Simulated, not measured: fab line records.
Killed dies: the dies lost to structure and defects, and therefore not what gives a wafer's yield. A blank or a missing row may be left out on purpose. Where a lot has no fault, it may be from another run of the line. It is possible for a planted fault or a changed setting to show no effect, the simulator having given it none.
fab line records ; flow sky130
record lots=24; wafers=72; lastDay=50
route steps=708 shown VT_ADJUST_NCORE@127 CONTACT@406 VIA1@459 VIA3@588 METAL5@664
lots that met no fault: taken from a fault-free run of the same line
startH: hours from the record's opening day to when the first of the lot's shown wafers began ; waitH: hours elapsed since this lot's preceding step ; " identical to the entry in the row above ; L1.1+2: several wafers, shown together as one row ; - value missing, or start not given ; * or withheld: withheld ; < > ~ a bound
route shown NAME@n: NAME is a module with steps in the file, n the number in the route of the first one ; usual: mean and standard deviation over wafers with no fault ; same: alike in all rows ; chamber/n: place in a boat ; sites: each site's reading ; _std_site: how widely they spread, as a standard deviation ; _edge_site: outer sites' mean less inner sites' ; radiusMm: how far each site lies from the wafer's centre ; mask NAME#n: copy n ; behind: tool/chamber where the wafer was last shaped ; hold: why the lot was held/for how many hours/how that ended ; device: names the non-switching transistor (n, p or np) ; end of line: the same wafers' tests at the end of the route ; step lacking rows: just its recipe ; killed: at the first sort, the dies lost to defects and structure; wafer yield is something else ; map: a wafer's dies, x killed, . not, _ none there
set.NAME: setting as actually run; set.NAME@STEP: the setting as run at that earlier step ; model.NAME: the simulator's own value behind a step, which no gauge read
route steps across a sampled set of lots; one table per step, one row per wafer
services: when a tool's chamber went out of use (startH, in hours from the record's first day, below 0 if earlier), for how many hours, and the reason
## steps
# step SKY_VT_ADJUST_NCORE_OVL_MEAS_08
# usual VT_ADJUST_NCORE_OVL=0.1/1.4
lot.wafer;tool;chamber;startH;waitH;VT_ADJUST_NCORE_OVL[nm]
L074.2;overlay-01;-;180.41;0.1;2.1
L074.3;overlay-01;-;180.41;0.1;1.6
L074.4;overlay-01;-;180.41;0.1;1.8
L075.1;overlay-01;-;187.30;0.1;-0.2
L075.5;overlay-01;-;187.30;0.1;1.9
L075.6;overlay-01;-;187.30;0.1;-1.0
L076.1;overlay-01;-;197.00;0.1;1.3
L076.3;overlay-01;-;197.00;0.1;-0.1
L076.5;overlay-01;-;197.00;0.1;0.5
L077.2;overlay-02;-;212.43;12.0;-0.3
L077.4;overlay-02;-;212.43;12.0;-1.4
L077.5;overlay-02;-;212.43;12.0;0.1
L078.1;overlay-01;-;212.89;3.0;-1.8
L078.3;overlay-01;-;212.89;3.0;-2.3
L078.4;overlay-01;-;212.89;3.0;-1.0
L079.3;overlay-01;-;213.71;0.1;2.3
L079.4;overlay-01;-;213.71;0.1;3.1
L079.5;overlay-01;-;213.71;0.1;2.1
L080.3;overlay-02;-;232.57;0.1;0.2
L080.5;overlay-02;-;232.57;0.1;-0.2
L080.6;overlay-02;-;232.57;0.1;0.1
L082.3;overlay-02;-;235.47;0.1;0.0
L082.5;overlay-02;-;235.47;0.1;-2.4
L082.6;overlay-02;-;235.47;0.1;-2.5
L081.1;overlay-02;-;236.95;0.1;1.2
L081.4;overlay-02;-;236.95;0.1;-0.5
L081.5;overlay-02;-;236.95;0.1;1.3
L083.3;overlay-02;-;254.36;0.1;-2.2
L083.4;overlay-02;-;254.36;0.1;-0.1
L083.6;overlay-02;-;254.36;0.1;-0.5
L084.1;overlay-01;-;254.85;0.1;1.7
L084.2;overlay-01;-;254.85;0.1;2.0
L084.6;overlay-01;-;254.85;0.1;1.8
L085.2;overlay-01;-;256.66;0.1;-1.7
L085.3;overlay-01;-;256.66;0.1;-0.2
L085.4;overlay-01;-;256.66;0.1;-0.6
L086.1;overlay-02;-;260.96;0.1;-0.5
L086.5;overlay-02;-;260.96;0.1;1.6
L086.6;overlay-02;-;260.96;0.1;0.0
L087.1;overlay-01;-;278.55;0.1;-2.4
L087.3;overlay-01;-;278.55;0.1;-1.9
L087.6;overlay-01;-;278.55;0.1;-0.4
L088.3;overlay-01;-;279.31;0.1;1.7
L088.5;overlay-01;-;279.31;0.1;-0.5
L088.6;overlay-01;-;279.31;0.1;3.2
L089.1;overlay-02;-;285.40;0.1;-1.8
L089.2;overlay-02;-;285.40;0.1;-0.7
L089.5;overlay-02;-;285.40;0.1;-0.1
L090.2;overlay-02;-;301.31;0.1;-0.6
L090.3;overlay-02;-;301.31;0.1;-0.3
L090.4;overlay-02;-;301.31;0.1;0.7
L091.1;overlay-01;-;305.06;0.1;1.7
L091.3;overlay-01;-;305.06;0.1;0.4
L091.6;overlay-01;-;305.06;0.1;0.2
L092.1;overlay-02;-;310.40;0.1;-0.7
L092.3;overlay-02;-;310.40;0.1;-1.8
L092.5;overlay-02;-;310.40;0.1;-1.5
L093.1;overlay-01;-;329.31;0.1;-1.1
L093.5;overlay-01;-;329.31;0.1;-0.5
L093.6;overlay-01;-;329.31;0.1;-0.7
L094.2;overlay-02;-;330.46;0.1;2.3
L094.5;overlay-02;-;330.46;0.1;2.4
L094.6;overlay-02;-;330.46;0.1;1.6
L095.2;overlay-01;-;332.36;0.1;0.7
L095.3;overlay-01;-;332.36;0.1;2.0
L095.4;overlay-01;-;332.36;0.1;3.0
L096.3;overlay-01;-;334.66;0.1;-0.2
L096.4;overlay-01;-;334.66;0.1;1.4
L096.5;overlay-01;-;334.66;0.1;0.7
L097.1;overlay-01;-;355.65;0.1;-0.9
L097.3;overlay-01;-;355.65;0.1;-0.1
L097.5;overlay-01;-;355.65;0.1;1.8
# step SKY_CONTACT_CVD_00
# recipe material=Si3N4; targetThkNm=75; tempC=400; timeS=withheld; rfW=450
# usual heaterPowerW=722/62
lot.wafer;tool;chamber;startH;waitH;heaterPowerW
L074.2;pecvd-01;2;713.25;0.0;755
L074.3;pecvd-01;1;713.25;0.0;719
L074.4;pecvd-01;0;713.25;0.0;735
L075.1;pecvd-04;1;714.33;0.0;761
L075.5;pecvd-04;0;714.33;0.0;634
L075.6;pecvd-04;1;714.33;0.0;740
L076.1;pecvd-01;0;726.33;0.0;767
L076.3;pecvd-01;2;726.33;0.0;682
L076.5;pecvd-01;1;726.33;0.0;712
L077.2;pecvd-03;2;732.69;0.0;624
L077.4;pecvd-03;1;732.69;0.0;775
L077.5;pecvd-03;2;732.69;0.0;618
L078.1;pecvd-01;2;740.18;0.0;735
L078.3;pecvd-01;1;740.18;0.0;736
L078.4;pecvd-01;1;740.18;0.0;745
L079.3;pecvd-04;2;742.64;0.0;750
L079.4;pecvd-04;0;742.64;0.0;673
L079.5;pecvd-04;2;742.64;0.0;772
L080.3;pecvd-03;0;767.39;0.0;767
L080.5;pecvd-03;1;767.39;0.0;742
L080.6;pecvd-03;2;767.39;0.0;672
L082.3;pecvd-01;0;768.09;0.0;751
L082.5;pecvd-01;0;768.09;0.0;766
L082.6;pecvd-01;2;768.09;0.0;752
L081.1;pecvd-04;2;769.28;0.0;758
L081.4;pecvd-04;1;769.28;0.0;687
L081.5;pecvd-04;2;769.28;0.0;761
L083.3;pecvd-04;2;784.61;0.0;788
L083.4;pecvd-04;1;784.61;0.0;764
L083.6;pecvd-04;0;784.61;0.0;622
L085.2;pecvd-03;1;791.19;0.0;799
L085.3;pecvd-03;2;791.19;0.0;657
L085.4;pecvd-03;2;791.19;0.0;669
L084.1;pecvd-04;2;792.49;0.0;725
L084.2;pecvd-04;0;792.49;0.0;657
L084.6;pecvd-04;1;792.49;0.0;745
L086.1;pecvd-01;2;795.79;0.0;655
L086.5;pecvd-01;1;795.79;0.0;675
L086.6;pecvd-01;2;795.79;0.0;678
L087.1;pecvd-01;0;814.12;0.0;757
L087.3;pecvd-01;2;814.12;0.0;771
L087.6;pecvd-01;0;814.12;0.0;754
L088.3;pecvd-03;2;814.90;0.0;654
L088.5;pecvd-03;1;814.90;0.0;662
L088.6;pecvd-03;2;814.90;0.0;655
L089.1;pecvd-01;2;821.43;0.0;709
L089.2;pecvd-01;0;821.43;0.0;819
L089.5;pecvd-01;2;821.43;0.0;709
L090.2;pecvd-04;0;835.36;0.0;583
L090.3;pecvd-04;1;835.36;0.0;742
L090.4;pecvd-04;0;835.36;0.0;603
L091.1;pecvd-03;2;838.95;0.0;663
L091.3;pecvd-03;1;838.95;0.0;690
L091.6;pecvd-03;2;838.95;0.0;669
L092.1;pecvd-03;2;846.51;0.0;596
L092.3;pecvd-03;1;846.51;0.0;707
L092.5;pecvd-03;2;846.51;0.0;603
L093.1;pecvd-04;1;864.22;0.0;776
L093.5;pecvd-04;1;864.22;0.0;633
L093.6;pecvd-04;2;864.22;0.0;688
L094.2;pecvd-01;2;865.06;0.0;746
L094.5;pecvd-01;1;865.06;0.0;788
L094.6;pecvd-01;0;865.06;0.0;843
L095.2;pecvd-03;1;869.53;0.0;751
L095.3;pecvd-03;2;869.53;0.0;633
L095.4;pecvd-03;1;869.53;0.0;761
L096.3;pecvd-04;2;871.52;0.0;671
L096.4;pecvd-04;2;871.52;0.0;698
L096.5;pecvd-04;0;871.52;0.0;569
L097.1;pecvd-04;0;891.55;0.0;640
L097.3;pecvd-04;1;891.55;0.0;758
L097.5;pecvd-04;1;891.55;0.0;763
# step SKY_VIA1_THK_MEAS_01
# recipe reads=SiO2_of_VIA1_HDPCVD_00
# usual VIA1_HDPCVD_THK=1031/10
lot.wafer;tool;chamber;startH;waitH;VIA1_HDPCVD_THK[nm]
L074.2;filmMetro-02;-;771.15;0.1;1041
L074.3;filmMetro-02;-;771.15;0.1;1018
L074.4;filmMetro-02;-;771.15;0.1;1024
L075.1;filmMetro-03;-;773.49;0.1;1036
L075.5;filmMetro-03;-;773.49;0.1;1043
L075.6;filmMetro-03;-;773.49;0.1;1036
L076.1;filmMetro-02;-;783.27;0.1;1021
L076.3;filmMetro-02;-;783.27;0.1;1037
L076.5;filmMetro-02;-;783.27;0.1;1032
L077.2;filmMetro-03;-;791.06;0.1;1018
L077.4;filmMetro-03;-;791.06;0.1;1040
L077.5;filmMetro-03;-;791.06;0.1;1035
L078.1;filmMetro-03;-;797.42;0.1;1026
L078.3;filmMetro-03;-;797.42;0.1;1042
L078.4;filmMetro-03;-;797.42;0.1;1042
L079.3;filmMetro-04;-;799.64;0.1;1003
L079.4;filmMetro-04;-;799.64;0.1;1015
L079.5;filmMetro-04;-;799.64;0.1;1014
L080.3;filmMetro-03;-;823.21;0.1;1024
L080.5;filmMetro-03;-;823.21;0.1;1022
L080.6;filmMetro-03;-;823.21;0.1;1032
L082.3;filmMetro-03;-;825.98;0.1;1027
L082.5;filmMetro-03;-;825.98;0.1;1034
L082.6;filmMetro-03;-;825.98;0.1;1024
L081.1;filmMetro-02;-;826.04;0.1;1034
L081.4;filmMetro-02;-;826.04;0.1;1036
L081.5;filmMetro-02;-;826.04;0.1;1028
L083.3;filmMetro-03;-;841.19;0.1;1028
L083.4;filmMetro-03;-;841.19;0.1;1035
L083.6;filmMetro-03;-;841.19;0.1;1041
L085.2;filmMetro-03;-;847.64;0.1;1040
L085.3;filmMetro-03;-;847.64;0.1;1027
L085.4;filmMetro-03;-;847.64;0.1;1045
L084.1;filmMetro-03;-;849.13;0.1;1035
L084.2;filmMetro-03;-;849.13;0.1;1034
L084.6;filmMetro-03;-;849.13;0.1;1038
L086.1;filmMetro-04;-;851.94;0.1;1035
L086.5;filmMetro-04;-;851.94;0.1;1031
L086.6;filmMetro-04;-;851.94;0.1;1026
L087.1;filmMetro-02;-;870.64;0.1;1038
L087.3;filmMetro-02;-;870.64;0.1;1031
L087.6;filmMetro-02;-;870.64;0.1;1032
L088.3;filmMetro-02;-;871.62;0.1;1068
L088.5;filmMetro-02;-;871.62;0.1;1041
L088.6;filmMetro-02;-;871.62;0.1;1030
L089.1;filmMetro-03;-;877.58;0.1;1024
L089.2;filmMetro-03;-;877.58;0.1;1013
L089.5;filmMetro-03;-;877.58;0.1;1023
L090.2;filmMetro-02;-;891.14;0.1;1024
L090.3;filmMetro-02;-;891.14;0.1;1028
L090.4;filmMetro-02;-;891.14;0.1;1038
L091.1;filmMetro-04;-;894.97;0.1;1036
L091.3;filmMetro-04;-;894.97;0.1;1027
L091.6;filmMetro-04;-;894.97;0.1;1027
L092.1;filmMetro-04;-;902.55;0.1;1032
L092.3;filmMetro-04;-;902.55;0.1;1021
L092.5;filmMetro-04;-;902.55;0.1;1037
L093.1;filmMetro-03;-;919.68;0.1;1032
L093.5;filmMetro-03;-;919.68;0.1;1019
L093.6;filmMetro-03;-;919.68;0.1;1036
L094.2;filmMetro-02;-;920.45;0.1;1030
L094.5;filmMetro-02;-;920.45;0.1;1027
L094.6;filmMetro-02;-;920.45;0.1;1012
L095.2;filmMetro-04;-;922.79;0.1;1036
L095.3;filmMetro-04;-;922.79;0.1;1048
L095.4;filmMetro-04;-;922.79;0.1;1046
L096.3;filmMetro-03;-;927.10;0.1;1036
L096.4;filmMetro-03;-;927.10;0.1;1036
L096.5;filmMetro-03;-;927.10;0.1;1032
L097.1;filmMetro-02;-;945.43;0.1;1022
L097.3;filmMetro-02;-;945.43;0.1;1039
L097.5;filmMetro-02;-;945.43;0.1;1025
# step SKY_VIA3_ETCH_15
# recipe target=SiO2; chemistry=C4F8/O2/Ar; targetDepthNm=507; stopOn=TiN; maskMaterial=KrF-thick; sourceW=1500; biasW=1200; pressureMtorr=40; c4f8FlowSccm=withheld; O2_flow_sccm=6; Ar_flow_sccm=300; timeS=78
# usual oesProductAu=0.945/0.0045
# same timeS=78
lot.wafer;tool;chamber;startH;waitH;oesProductAu
L074.2;rieDiel-04;1;937.87;0.0;0.943
L074.3;rieDiel-04;3;937.87;0.0;0.948
L074.4;rieDiel-04;2;937.87;0.0;0.949
L075.1;rieDiel-04;2;939.53;0.0;0.950
L075.5;rieDiel-04;2;939.53;0.0;0.950
L075.6;rieDiel-04;3;939.53;0.0;0.946
L076.1;rieDiel-04;2;946.87;0.0;0.948
L076.3;rieDiel-04;0;946.87;0.0;0.950
L076.5;rieDiel-04;3;946.87;0.0;0.944
L077.2;rieDiel-01;2;952.92;0.0;0.941
L077.4;rieDiel-01;1;952.92;0.0;0.941
L077.5;rieDiel-01;1;952.92;0.0;0.947
L078.1;rieDiel-01;0;960.37;0.0;0.940
L078.3;rieDiel-01;3;960.37;0.0;0.942
L078.4;rieDiel-01;3;960.37;0.0;0.947
L079.3;rieDiel-04;1;960.73;0.0;0.941
L079.4;rieDiel-04;0;960.73;0.0;0.946
L079.5;rieDiel-04;0;960.73;0.0;0.948
L080.3;rieDiel-04;3;982.79;0.0;0.943
L080.5;rieDiel-04;1;982.79;0.0;0.943
L080.6;rieDiel-04;0;982.79;0.0;0.943
L082.3;rieDiel-01;0;984.29;0.0;0.938
L082.5;rieDiel-01;3;984.29;0.0;0.948
L082.6;rieDiel-01;2;984.29;0.0;0.941
L081.1;rieDiel-04;3;984.64;0.0;0.943
L081.4;rieDiel-04;2;984.64;0.0;0.950
L081.5;rieDiel-04;3;984.64;0.0;0.941
L083.3;rieDiel-02;3;997.37;0.0;0.944
L083.4;rieDiel-02;1;997.37;0.0;0.942
L083.6;rieDiel-02;2;997.37;0.0;0.943
L085.2;rieDiel-01;3;1004.99;0.0;0.950
L085.3;rieDiel-01;1;1004.99;0.0;0.950
L085.4;rieDiel-01;0;1004.99;0.0;0.946
L084.1;rieDiel-04;3;1006.74;0.0;0.936
L084.2;rieDiel-04;2;1006.74;0.0;0.950
L084.6;rieDiel-04;2;1006.74;0.0;0.938
L086.1;rieDiel-02;3;1009.22;0.0;0.950
L086.5;rieDiel-02;1;1009.22;0.0;0.947
L086.6;rieDiel-02;0;1009.22;0.0;0.944
L087.1;rieDiel-01;2;1025.19;0.0;0.943
L087.3;rieDiel-01;1;1025.19;0.0;0.948
L087.6;rieDiel-01;2;1025.19;0.0;0.943
L088.3;rieDiel-02;1;1026.17;0.0;0.943
L088.5;rieDiel-02;1;1026.17;0.0;0.939
L088.6;rieDiel-02;0;1026.17;0.0;0.950
L089.1;rieDiel-01;0;1031.72;0.0;0.947
L089.2;rieDiel-01;3;1031.72;0.0;0.944
L089.5;rieDiel-01;0;1031.72;0.0;0.943
L090.2;rieDiel-04;0;1042.34;0.0;0.943
L090.3;rieDiel-04;1;1042.34;0.0;0.947
L090.4;rieDiel-04;0;1042.34;0.0;0.942
L091.1;rieDiel-01;0;1044.68;0.0;0.948
L091.3;rieDiel-01;2;1044.68;0.0;0.939
L091.6;rieDiel-01;3;1044.68;0.0;0.946
L092.1;rieDiel-01;1;1052.74;0.0;0.940
L092.3;rieDiel-01;3;1052.74;0.0;0.946
L092.5;rieDiel-01;0;1052.74;0.0;0.937
L093.1;rieDiel-02;1;1066.32;0.0;0.946
L093.5;rieDiel-02;3;1066.32;0.0;0.942
L093.6;rieDiel-02;2;1066.32;0.0;0.937
L094.2;rieDiel-01;0;1067.32;0.0;0.944
L094.5;rieDiel-01;2;1067.32;0.0;0.936
L094.6;rieDiel-01;1;1067.32;0.0;0.944
L095.2;rieDiel-01;0;1069.39;0.0;0.952
L095.3;rieDiel-01;2;1069.39;0.0;0.945
L095.4;rieDiel-01;3;1069.39;0.0;0.950
L096.3;rieDiel-04;3;1074.89;0.0;0.950
L096.4;rieDiel-04;1;1074.89;0.0;0.957
L096.5;rieDiel-04;3;1074.89;0.0;0.942
L097.1;rieDiel-04;1;1087.49;0.0;0.938
L097.3;rieDiel-04;2;1087.49;0.0;0.940
L097.5;rieDiel-04;1;1087.49;0.0;0.945
# step SKY_METAL5_SPUTTER_03
# recipe material=Ti; targetThkNm=5; powerW=3000; timeS=3.3; chamberPressurePa=0.4
# usual throttleValvePct=30.5/1.4
# same timeS=3.3
lot.wafer;tool;chamber;startH;waitH;throttleValvePct
L074.2;pvdSputter-03;-;1014.54;0.0;29.6
L074.3;pvdSputter-03;-;1014.54;0.0;30.3
L074.4;pvdSputter-03;-;1014.54;0.0;29.1
L075.1;pvdSputter-03;-;1016.42;0.0;28.9
L075.5;pvdSputter-03;-;1016.42;0.0;29.0
L075.6;pvdSputter-03;-;1016.42;0.0;29.0
L076.1;pvdSputter-01;-;1022.82;0.0;32.7
L076.3;pvdSputter-01;-;1022.82;0.0;32.0
L076.5;pvdSputter-01;-;1022.82;0.0;31.9
L077.2;pvdSputter-01;-;1029.36;0.0;31.6
L077.4;pvdSputter-01;-;1029.36;0.0;32.0
L077.5;pvdSputter-01;-;1029.36;0.0;32.1
L078.1;pvdSputter-01;-;1035.38;0.0;31.7
L078.3;pvdSputter-01;-;1035.38;0.0;32.2
L078.4;pvdSputter-01;-;1035.38;0.0;29.7
L079.3;pvdSputter-02;-;1035.92;0.0;28.7
L079.4;pvdSputter-02;-;1035.92;0.0;28.5
L079.5;pvdSputter-02;-;1035.92;0.0;28.4
L080.3;pvdSputter-01;-;1055.68;0.0;32.0
L080.5;pvdSputter-01;-;1055.68;0.0;32.2
L080.6;pvdSputter-01;-;1055.68;0.0;30.0
L082.3;pvdSputter-01;-;1058.60;0.0;32.1
L082.5;pvdSputter-01;-;1058.60;0.0;31.7
L082.6;pvdSputter-01;-;1058.60;0.0;30.0
L081.1;pvdSputter-02;-;1059.07;0.0;28.4
L081.4;pvdSputter-02;-;1059.07;0.0;29.3
L081.5;pvdSputter-02;-;1059.07;0.0;29.5
L083.3;pvdSputter-01;-;1069.86;0.0;30.1
L083.4;pvdSputter-01;-;1069.86;0.0;31.9
L083.6;pvdSputter-01;-;1069.86;0.0;31.9
L085.2;pvdSputter-01;-;1075.76;0.0;32.5
L085.3;pvdSputter-01;-;1075.76;0.0;31.9
L085.4;pvdSputter-01;-;1075.76;0.0;29.9
L084.1;pvdSputter-02;-;1077.66;0.0;30.2
L084.2;pvdSputter-02;-;1077.66;0.0;28.3
L084.6;pvdSputter-02;-;1077.66;0.0;28.7
L086.1;pvdSputter-01;-;1080.77;0.0;32.2
L086.5;pvdSputter-01;-;1080.77;0.0;32.3
L086.6;pvdSputter-01;-;1080.77;0.0;32.0
L087.1;pvdSputter-01;-;1095.67;0.0;32.4
L087.3;pvdSputter-01;-;1095.67;0.0;32.1
L087.6;pvdSputter-01;-;1095.67;0.0;32.1
L088.3;pvdSputter-03;-;1095.85;0.0;28.7
L088.5;pvdSputter-03;-;1095.85;0.0;28.9
L088.6;pvdSputter-03;-;1095.85;0.0;30.0
L089.1;pvdSputter-01;-;1101.47;0.0;32.1
L089.2;pvdSputter-01;-;1101.47;0.0;30.0
L089.5;pvdSputter-01;-;1101.47;0.0;31.8
L090.2;pvdSputter-02;-;1110.97;0.0;29.2
L090.3;pvdSputter-02;-;1110.97;0.0;30.3
L090.4;pvdSputter-02;-;1110.97;0.0;28.6
L091.1;pvdSputter-02;-;1112.90;0.0;29.5
L091.3;pvdSputter-02;-;1112.90;0.0;28.4
L091.6;pvdSputter-02;-;1112.90;0.0;28.2
L092.1;pvdSputter-03;-;1119.53;0.0;28.6
L092.3;pvdSputter-03;-;1119.53;0.0;29.4
L092.5;pvdSputter-03;-;1119.53;0.0;30.3
L093.1;pvdSputter-01;-;1133.59;0.0;32.4
L093.5;pvdSputter-01;-;1133.59;0.0;31.7
L093.6;pvdSputter-01;-;1133.59;0.0;32.1
L094.2;pvdSputter-03;-;1133.83;0.0;29.5
L094.5;pvdSputter-03;-;1133.83;0.0;29.2
L094.6;pvdSputter-03;-;1133.83;0.0;29.0
L095.2;pvdSputter-01;-;1136.40;0.0;32.2
L095.3;pvdSputter-01;-;1136.40;0.0;31.8
L095.4;pvdSputter-01;-;1136.40;0.0;32.5
L096.3;pvdSputter-02;-;1138.71;0.0;29.6
L096.4;pvdSputter-02;-;1138.71;0.0;28.6
L096.5;pvdSputter-02;-;1138.71;0.0;28.6
L097.1;pvdSputter-01;-;1152.75;0.0;29.8
L097.3;pvdSputter-01;-;1152.75;0.0;31.6
L097.5;pvdSputter-01;-;1152.75;0.0;32.1
# step SKY_METAL5_DESCUM_14
# recipe chemistry=O2; sourcePowerW=150; biasPowerW=0; pressureMtorr=10; tempC=40; timeS=11
# usual drypumpMotorCurrentA=5.56/0.26; oesProductAu=1.004/0.0096
# same timeS=11
lot.wafer;tool;chamber;startH;waitH;drypumpMotorCurrentA;oesProductAu;rfHoursCounterH
L074.2;rieMetal-02;1;1036.92;0.1;5.76;1.013;9
L074.3;rieMetal-02;1;1036.92;0.1;5.79;1.007;-
L074.4;rieMetal-02;0;1036.92;0.1;5.71;0.991;-
L075.1;rieMetal-01;0;1039.33;0.1;5.19;1.002;13
L075.5;rieMetal-01;1;1039.33;0.1;5.25;1.015;-
L075.6;rieMetal-01;0;1039.33;0.1;5.18;1.007;-
L076.1;rieMetal-02;0;1045.54;0.1;5.73;0.997;15
L076.3;rieMetal-02;0;1045.54;0.1;5.74;1.019;-
L076.5;rieMetal-02;1;1045.54;0.1;5.76;1.016;-
L077.2;rieMetal-01;1;1051.12;0.1;5.23;0.999;13
L077.4;rieMetal-01;0;1051.12;0.1;5.16;0.998;-
L077.5;rieMetal-01;0;1051.12;0.1;5.18;0.999;-
L078.1;rieMetal-02;1;1057.28;0.1;5.76;1.000;10
L078.3;rieMetal-02;1;1057.28;0.1;5.77;1.006;-
L078.4;rieMetal-02;0;1057.28;0.1;5.74;1.000;-
L079.3;rieMetal-01;1;1057.83;0.1;5.24;1.012;-
L079.4;rieMetal-01;0;1057.83;0.1;5.18;1.005;-
L079.5;rieMetal-01;0;1057.83;0.1;5.20;1.007;-
L080.3;rieMetal-01;0;1077.00;0.1;5.19;0.990;-
L080.5;rieMetal-01;0;1077.00;0.1;5.17;0.984;-
L080.6;rieMetal-01;1;1077.00;0.1;5.24;0.998;-
L082.3;rieMetal-03;1;1080.19;0.1;5.82;0.989;-
L082.5;rieMetal-03;0;1080.19;0.1;5.63;1.010;-
L082.6;rieMetal-03;1;1080.19;0.1;5.81;1.001;-
L081.1;rieMetal-01;0;1080.57;0.1;5.17;1.006;16
L081.4;rieMetal-01;0;1080.57;0.1;5.16;0.998;-
L081.5;rieMetal-01;1;1080.57;0.1;5.26;1.003;-
L083.3;rieMetal-03;0;1090.89;0.1;5.65;1.014;-
L083.4;rieMetal-03;1;1090.89;0.1;5.74;0.995;-
L083.6;rieMetal-03;1;1090.89;0.1;5.79;0.986;-
L085.2;rieMetal-03;0;1096.29;0.1;5.63;1.005;13
L085.3;rieMetal-03;0;1096.29;0.1;5.66;1.015;-
L085.4;rieMetal-03;1;1096.29;0.1;5.80;0.997;-
L084.1;rieMetal-03;0;1098.07;0.1;5.69;1.015;13
L084.2;rieMetal-03;1;1098.07;0.1;5.79;0.985;10
L084.6;rieMetal-03;1;1098.07;0.1;5.81;0.991;-
L086.1;rieMetal-01;0;1101.67;0.1;5.18;0.990;18
L086.5;rieMetal-01;1;1101.67;0.1;5.23;1.010;-
L086.6;rieMetal-01;0;1101.67;0.1;5.17;1.015;-
L087.1;rieMetal-02;0;1115.83;0.1;5.75;0.994;19
L087.3;rieMetal-02;0;1115.83;0.1;5.72;0.997;-
L087.6;rieMetal-02;0;1115.83;0.1;5.74;1.005;-
L088.3;rieMetal-03;1;1116.03;0.1;5.79;0.997;-
L088.5;rieMetal-03;0;1116.03;0.1;5.64;1.011;-
L088.6;rieMetal-03;1;1116.03;0.1;5.80;0.992;-
L089.1;rieMetal-01;0;1121.27;0.1;5.18;0.986;18
L089.2;rieMetal-01;1;1121.27;0.1;5.25;1.008;17
L089.5;rieMetal-01;1;1121.27;0.1;5.25;1.003;-
L090.2;rieMetal-02;0;1130.84;0.1;5.71;0.995;20
L090.3;rieMetal-02;0;1130.84;0.1;5.72;1.011;-
L090.4;rieMetal-02;1;1130.84;0.1;5.76;1.010;-
L091.1;rieMetal-03;1;1132.32;0.1;5.83;0.986;14
L091.3;rieMetal-03;0;1132.32;0.1;5.62;1.011;-
L091.6;rieMetal-03;1;1132.32;0.1;5.81;0.988;-
L092.1;rieMetal-02;0;1138.29;0.1;5.70;1.004;21
L092.3;rieMetal-02;1;1138.29;0.1;5.77;1.010;-
L092.5;rieMetal-02;0;1138.29;0.1;5.72;1.002;-
L093.1;rieMetal-03;1;1152.87;0.1;5.79;0.995;16
L093.5;rieMetal-03;0;1152.87;0.1;5.65;1.015;-
L093.6;rieMetal-03;1;1152.87;0.1;5.77;0.988;-
L094.2;rieMetal-02;1;1152.99;0.1;5.77;1.003;18
L094.5;rieMetal-02;0;1152.99;0.1;5.72;0.998;-
L094.6;rieMetal-02;1;1152.99;0.1;5.79;1.016;-
L095.2;rieMetal-01;1;1154.24;0.1;5.24;1.004;21
L095.3;rieMetal-01;0;1154.24;0.1;5.16;1.007;-
L095.4;rieMetal-01;1;1154.24;0.1;5.24;1.014;-
L096.3;rieMetal-02;0;1156.10;0.1;5.75;1.008;-
L096.4;rieMetal-02;1;1156.10;0.1;5.75;1.004;-
L096.5;rieMetal-02;1;1156.10;0.1;5.77;1.012;-
L097.1;rieMetal-03;1;1169.67;0.1;5.83;0.997;18
L097.3;rieMetal-03;1;1169.67;0.1;5.82;0.985;-
L097.5;rieMetal-03;0;1169.67;0.1;5.60;1.022;-
## services
tool;chamber;startH;hours;kind
pecvd-04;2;711.78;6.8;repair
rieDiel-01;3;718.70;6.3;repair
pecvd-04;0;759.62;15.2;repair
pecvd-04;1;769.46;10.7;repair
rieDiel-04;-;770.11;0.6;repair
rieDiel-04;1;842.55;1.2;repair
rieDiel-04;1;855.57;3.2;repair
pvdSputter-01;-;874.15;2.3;repair
rieDiel-01;3;895.26;4.2;repair
rieDiel-04;0;917.22;4.2;repair
pecvd-04;-;923.31;2.8;pm
rieDiel-01;-;936.06;0.4;repair
pecvd-04;-;947.63;0.7;repair
rieDiel-01;1;958.56;2.4;repair
rieDiel-04;-;969.63;2.8;pm
rieDiel-04;2;972.43;2.5;repair
rieDiel-04;3;986.15;2.4;repair
pvdSputter-01;-;1003.49;7.4;repair
pvdSputter-01;-;1011.39;7.3;repair
rieDiel-04;2;1039.82;7.7;repair
rieDiel-01;0;1046.87;4.4;repair
rieDiel-01;2;1053.57;2.8;repair
rieDiel-04;2;1070.10;5.7;repair
rieDiel-04;0;1097.06;7.5;repair
## key
fault none
